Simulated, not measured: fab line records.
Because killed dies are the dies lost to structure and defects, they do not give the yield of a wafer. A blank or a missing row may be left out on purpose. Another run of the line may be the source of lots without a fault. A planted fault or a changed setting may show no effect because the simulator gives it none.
Struck lot and sound lot, side by side / flow sky130 / 16 out of 708 route steps
Sound: the wafers L553.1, L553.4, L553.5. Wafers struck: L557.1, L557.4, L557.5. The cause comes at the end.
Per side, at each step with rows, come the tool, then ch with its chambers, and then its first start. Under that, the readings that differ: sound wafers / struck wafers / difference of the means / sigmas: that difference in standard deviations of wafers without a fault.
alike: same words and numbers on both sides, and readings whose means sit less than 2 such deviations apart. not compared: any withheld reading, any reading some wafer has no value for, any bound like >300 that may hide the same value, and any number with overlapping values for which the record gives no deviation.
The two part at a step that has a row with sigmas, a row that says differs or no value, or rows on one side only. Non-overlapping numbers with no deviation appear without sigmas and do not part them. A reading that every wafer of one side lacks parts them only if that side has two wafers or more.

SKY_LI_CONTACT_BOW_MEAS_03:
  struck on film metro-04, day 29 20:51; sound on film metro-04, day 28 19:34
  alike: LI_CONTACT_BOW
then, 8 steps without rows for these wafers: SKY_LI_CONTACT_DEHYDRATE_04 (time 60 s); SKY_LI_CONTACT_HMDS_05 (prime time 60 s); SKY_LI_CONTACT_COAT_06 (resist thk 60 nm); SKY_LI_CONTACT_COAT_07 (resist thk 450 nm); SKY_LI_CONTACT_SOFTBAKE_08 (time 90 s); SKY_LI_CONTACT_EXPOSE_09 (exposes mask LICM1, target cd 170 nm); SKY_LI_CONTACT_PEB_10; SKY_LI_CONTACT_DEVELOP_11 (develop time 60 s).
SKY_LI_CONTACT_CD_MEAS_12 targets a cd of 170 nm.
  struck on cd sem-01, day 30 23:49; sound on cd sem-02, day 29 23:10
  alike: cd nm
SKY_LI_CONTACT_OVL_MEAS_13:
  struck on overlay-01, day 30 23:56; sound on overlay-01, day 29 23:17
  alike: LI_CONTACT_OVL
SKY_LI_CONTACT_ETCH_14: etches BARC in N2/H2, stops on SiO2, time 45.9 s, target depth 60 nm.
  sound on rie diel-04 ch 0,3, day 29 23:20; struck on rie diel-04 ch 1,3, day 30 23:59
  alike: bias w, chamber pressure mTorr, drypump motor current A, oes product au, throttle valve pct
  not compared: rf hours counter h
SKY_LI_CONTACT_ETCH_15: etches PSG in C4F8/O2/Ar, stops on Si, target depth 600 nm.
  sound on rie diel-04 ch 0,3, day 29 23:22; struck on rie diel-04 ch 1,3, day 31 00:01
  no value came back on the struck wafers for bias w (W), chamber pressure mTorr (mTorr), oes product au (a.u.); on the sound wafers bias w (W) reads 1200 1200 1196
reading=model.KrF-thick_of_LI_CONTACT_COAT_07.thk nm (nm); sound=230.8 226.3 229.5; struck=392.6 391.7 392.4; difference=+163.4; sigmas=
SKY_LI_CONTACT_STRIP_16: strips in O2/N2.
  sound on plasma asher-02 ch 0,1, day 29 23:28; struck on plasma asher-04 ch 0,1, day 31 00:07
reading=oes product au (a.u.); sound=0.374 0.376 0.377; struck=0.447 0.448 0.447; difference=+0.072; sigmas=+14
reading=strip time to endpoint s (s); sound=3.48 3.46 3.48; struck=5.20 5.18 5.19; difference=+1.72; sigmas=+40
  alike: drypump motor current A
  not compared: rf hours counter h
then, 1 step without rows for these wafers: SKY_LI_CONTACT_CLEAN_17 (cleans in NMP, time 600 s).
-- here the record skips 16 days between the struck wafers' starts before and after, leaving off in module LI_CONTACT and picking up in module PAD_OPEN (first step shown: number 708 of the route) --
SKY_PAD_OPEN_PROBE_99:
  rows exist in the record for the struck wafers here (prober-02, day 47 09:29), but not for the sound ones

== WHERE THEY PART ==
Last at SKY_PAD_OPEN_PROBE_99 as far as this record goes, first at SKY_LI_CONTACT_ETCH_15.

WHY: the cause the simulator had injected
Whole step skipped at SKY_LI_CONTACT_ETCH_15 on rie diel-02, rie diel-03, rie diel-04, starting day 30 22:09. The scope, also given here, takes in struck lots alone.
